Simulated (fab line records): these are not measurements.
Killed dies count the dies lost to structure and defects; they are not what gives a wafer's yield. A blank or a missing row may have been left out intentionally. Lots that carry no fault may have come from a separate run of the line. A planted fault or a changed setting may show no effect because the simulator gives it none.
Which tool did it? || flow gf180mcu || 12 lots with 36 wafers sampled at 2 steps, on a route of 602 steps

## WHAT EACH GAUGE READ, for each wafer
GF_V2_CD_MEAS_14: target cd 260 nm.
{"lot": "L075", "measured": "day 20 14:46", "on": "cdSem-01", "cdNm (nm)": "259.9 260.7 259.0"}
{"lot": "L077", "measured": "day 21 10:30", "on": "cdSem-01", "cdNm (nm)": "258.8 260.5 259.7"}
{"lot": "L079", "measured": "day 22 06:24", "on": "cdSem-01", "cdNm (nm)": "259.0 258.7 259.2"}
{"lot": "L081", "measured": "day 22 21:08", "on": "cdSem-02", "cdNm (nm)": "260.1 259.8 260.3"}
{"lot": "L083", "measured": "day 23 15:00", "on": "cdSem-01", "cdNm (nm)": "261.0 259.4 259.7"}
{"lot": "L085", "measured": "day 24 11:42", "on": "cdSem-01", "cdNm (nm)": "260.2 258.9 259.7"}
{"lot": "L087", "measured": "day 25 02:12", "on": "cdSem-01", "cdNm (nm)": "259.7 260.6 260.7"}
{"lot": "L089", "measured": "day 25 10:47", "on": "cdSem-01", "cdNm (nm)": "259.4 259.4 261.0"}
{"lot": "L091", "measured": "day 26 03:20", "on": "cdSem-01", "cdNm (nm)": "260.5 260.3 260.0"}
{"lot": "L093", "measured": "day 26 19:35", "on": "cdSem-01", "cdNm (nm)": "258.3 258.2 258.3"}
{"lot": "L095", "measured": "day 27 08:43", "on": "cdSem-02", "cdNm (nm)": "259.1 259.1 259.9"}
{"lot": "L097", "measured": "day 28 03:50", "on": "cdSem-02", "cdNm (nm)": "261.9 260.8 261.2"}

## TOOL THAT RAN EACH LOT (tool first, then ch and the chambers of the sampled wafers, then the start)
{"lot": "L075", "GF_V1_CMP_04": "cmp-02 ch 1,2,3, day 17 10:30"}
{"lot": "L077", "GF_V1_CMP_04": "cmp-01 ch 1,2,3, day 18 05:41"}
{"lot": "L079", "GF_V1_CMP_04": "cmp-02 ch 0,1,2, day 19 02:37"}
{"lot": "L081", "GF_V1_CMP_04": "cmp-02 ch 0,3, day 19 16:52"}
{"lot": "L083", "GF_V1_CMP_04": "cmp-01 ch 0,1,2, day 20 12:38"}
{"lot": "L085", "GF_V1_CMP_04": "cmp-01 ch 0,1,3, day 21 10:29"}
{"lot": "L087", "GF_V1_CMP_04": "cmp-02 ch 2,3, day 22 03:47"}
{"lot": "L089", "GF_V1_CMP_04": "cmp-01 ch 0,2,3, day 22 12:54"}
{"lot": "L091", "GF_V1_CMP_04": "cmp-01 ch 0,2, day 23 07:57"}
{"lot": "L093", "GF_V1_CMP_04": "cmp-01 ch 1,2, day 24 01:31"}
{"lot": "L095", "GF_V1_CMP_04": "cmp-02 ch 0,1, day 24 13:21"}
{"lot": "L097", "GF_V1_CMP_04": "cmp-01 ch 1,2,3, day 25 09:10"}
- GF_V1_CMP_04: polishes SiO2.

## THE ANSWER, worked out from the rows above alone
Rule: the usual values come from the lots themselves. The widest of any qualifying gaps counts: lots, ordered by their means at a reading, are off when they make up no more than a third of the lots, leave a main group of 4 or more, and stand apart from it by 3 or more times the standard deviation of that group's means. Not used: any main group whose means are identical at the precision the tables above print for the reading. A lot without any number at a reading at which 4 lots or more have one is off too. Any other lot the step has rows for is counted as sound.
None of the lots is off at any reading shown; this tells nothing.

## WHAT THE SIMULATOR PUT IN
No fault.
